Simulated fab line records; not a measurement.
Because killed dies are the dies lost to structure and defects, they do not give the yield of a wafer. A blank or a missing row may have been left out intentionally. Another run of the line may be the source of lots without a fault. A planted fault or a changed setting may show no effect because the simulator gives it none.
Problem report in the 8D (eight disciplines) form, filled by code | flow gf180mcu | the parts of the form that need people (team, actions taken, sign-off) are left out

1. PROBLEM STATEMENT
HV_LDD_OVL at GF_HV_LDD_OVL_MEAS_08 reads a mean of -93.5 nm on 6 wafers of 2 lots; wafers without a fault read -0.2 nm with a standard deviation of 1.4. That is -67 standard deviations from the usual mean.
Earliest sighting: wafer L644.3 on overlay-02 at day 15 19:58. The record has a number at this step for 42 wafers belonging to 14 lots. Rule for "out" (also "out of limits"): further than 4 standard deviations from the usual mean. The other wafers with a number count as sound.

2. WHAT IT IS; WHAT IT IS NOT
question                    | is                     | is not
which readings at this step | HV_LDD_OVL             | -
which lots                  | L644, L648             | L625, L626, L628, L629, L630, L633, L637, L638, L639, L642, L646, L647
which wafers of those lots  | all that have a number | -
read on which gauges        | overlay-02             | overlay-01
when                        | from day 15 19:58      | up to then (30 sound wafers); but 6 sound wafers of L646, L647 came after

3. SUSPECTS, AND WHAT RULES EACH OUT
Counting: a tool stays on the suspect list if, at a process step up to the reading, it processed all lots that are out and no sound lot following the first of them.
- the gauge at GF_HV_LDD_OVL_MEAS_08: kept. All the wafers that are out were read on overlay-02, and no step on other tools shows them out.
- ilineStepper-02 at GF_HV_LDD_EXPOSE_04 (exposes mask Nplus LV AREA, target cd 400 nm): kept. It ran every lot that is out, first L644 (day 15 08:52), and no sound lot after that; its last sound lot up to then is L642 (day 14 17:28).
The count leaves overlay-02 at GF_HV_LDD_OVL_MEAS_08 and ilineStepper-02 at GF_HV_LDD_EXPOSE_04.

4. THE CAUSE (what the simulator had put in)
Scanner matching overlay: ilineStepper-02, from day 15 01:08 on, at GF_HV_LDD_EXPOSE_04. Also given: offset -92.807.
This tool is one of the 2 suspects left after counting.

5. SEQUENCE OF EFFECTS, ordered by route
Each row: a reading where the mean over the struck wafers with a number is more than 3 standard deviations away from the usual. Only readings whose record carries a usual standard deviation are examined. hours: median over the lots of the time between each lot's start at the first step of this table that gives one and its start at this step. sigmas: the change, counted in usual standard deviations.
hours | step                  | reading    | usual   | on struck wafers | change | sigmas
0     | GF_HV_LDD_OVL_MEAS_08 | HV_LDD_OVL | -0.2 nm | -93.5            | -93.3  | -67
Later steps that measure or inspect, where all struck wafers having a row at the step show a number for every such reading and not one has moved that far: GF_HV_LDD_CD_MEAS_19.

6. HOW IT WOULD HAVE BEEN CAUGHT EARLIER
19 hours passed between the start of the fault at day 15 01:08 and the first reading out of limits at a measuring or inspecting step in this record, taken at day 15 19:58.
No tool reading at GF_HV_LDD_EXPOSE_04 that has a usual standard deviation in the record was out on any struck wafer, so an alarm limit of 4 standard deviations on those readings would not have fired.
L648, from the lots that are out (2), started GF_HV_LDD_EXPOSE_04 on ilineStepper-02 later than day 15 19:58. It would have been spared by a hold on the tool at that moment.
